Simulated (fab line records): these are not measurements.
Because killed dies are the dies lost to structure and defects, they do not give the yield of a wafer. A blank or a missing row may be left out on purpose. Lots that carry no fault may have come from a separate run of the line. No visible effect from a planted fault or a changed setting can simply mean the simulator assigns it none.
Chamber matching || flow sky130 || SKY_POLY_GATE_ETCH_17 on rie_si-01: 4 sister chambers
The step etches poly-Si in HBr/Cl2, stops on SiO2, target depth 180 nm, time 70.5 s. 8 wafers are shown with their chamber, then 9 later ones without.

== EACH WAFER AND ITS CHAMBER ==
{"wafer": "L595.3", "chamber": 2, "drypump_motor_current_A (A)": 4.9, "bias_w (W)": 99.55}
{"wafer": "L599.1", "chamber": 2, "drypump_motor_current_A (A)": 4.9, "bias_w (W)": 99.16}
{"wafer": "L599.5", "chamber": 0, "drypump_motor_current_A (A)": 5.5, "bias_w (W)": 100.16}
{"wafer": "L602.1", "chamber": 0, "drypump_motor_current_A (A)": 5.5, "bias_w (W)": 100.27}
{"wafer": "L602.6", "chamber": 1, "drypump_motor_current_A (A)": 5.9, "bias_w (W)": 99.76}
{"wafer": "L604.1", "chamber": 3, "drypump_motor_current_A (A)": 6.2, "bias_w (W)": 99.81}
{"wafer": "L604.2", "chamber": 1, "drypump_motor_current_A (A)": 5.9, "bias_w (W)": 100.53}
{"wafer": "L604.5", "chamber": 3, "drypump_motor_current_A (A)": 6.1, "bias_w (W)": 100.16}

== WAFERS WHOSE CHAMBER IS MISSING ==
{"wafer": "L608.1", "drypump_motor_current_A (A)": 5.9, "bias_w (W)": 99.98}
{"wafer": "L608.2", "drypump_motor_current_A (A)": 5.6, "bias_w (W)": 100.21}
{"wafer": "L608.6", "drypump_motor_current_A (A)": 4.9, "bias_w (W)": 100.42}
{"wafer": "L609.1", "drypump_motor_current_A (A)": 5.9, "bias_w (W)": 100.10}
{"wafer": "L609.2", "drypump_motor_current_A (A)": 5.5, "bias_w (W)": 100.16}
{"wafer": "L609.6", "drypump_motor_current_A (A)": 5.9, "bias_w (W)": 99.93}
{"wafer": "L611.3", "drypump_motor_current_A (A)": 6.2, "bias_w (W)": 99.92}
{"wafer": "L611.4", "drypump_motor_current_A (A)": 6.2, "bias_w (W)": 100.08}
{"wafer": "L611.5", "drypump_motor_current_A (A)": 5.9, "bias_w (W)": 99.98}

== WHICH CHAMBER EACH WENT THROUGH ==
{"wafer": "L608.1", "from the rows above": 1, "in truth": 1}
{"wafer": "L608.2", "from the rows above": 0, "in truth": 0}
{"wafer": "L608.6", "from the rows above": 2, "in truth": 2}
{"wafer": "L609.1", "from the rows above": 1, "in truth": 1}
{"wafer": "L609.2", "from the rows above": 0, "in truth": 0}
{"wafer": "L609.6", "from the rows above": 1, "in truth": 1}
{"wafer": "L611.3", "from the rows above": 3, "in truth": 3}
{"wafer": "L611.4", "from the rows above": 3, "in truth": 3}
{"wafer": "L611.5", "from the rows above": 1, "in truth": 1}
Correctly placed: 9 of 9. Not placeable from these rows: 0. Wrongly placed: 0.
How it was worked out, from the rows above alone: a wafer's distance from a chamber is the root of the sum, over the readings, of the square of ((its reading less the chamber's mean) divided by the reading's scatter). The wafer belongs to the nearest chamber; if the next one is less than 2 further off, it can't be placed. For every chamber, the mean is computed from those of its wafers that are shown. The scatter: take each reading less its chamber's mean, square it, sum over the shown wafers, divide by the number of wafers less the number of chambers, and take the root.
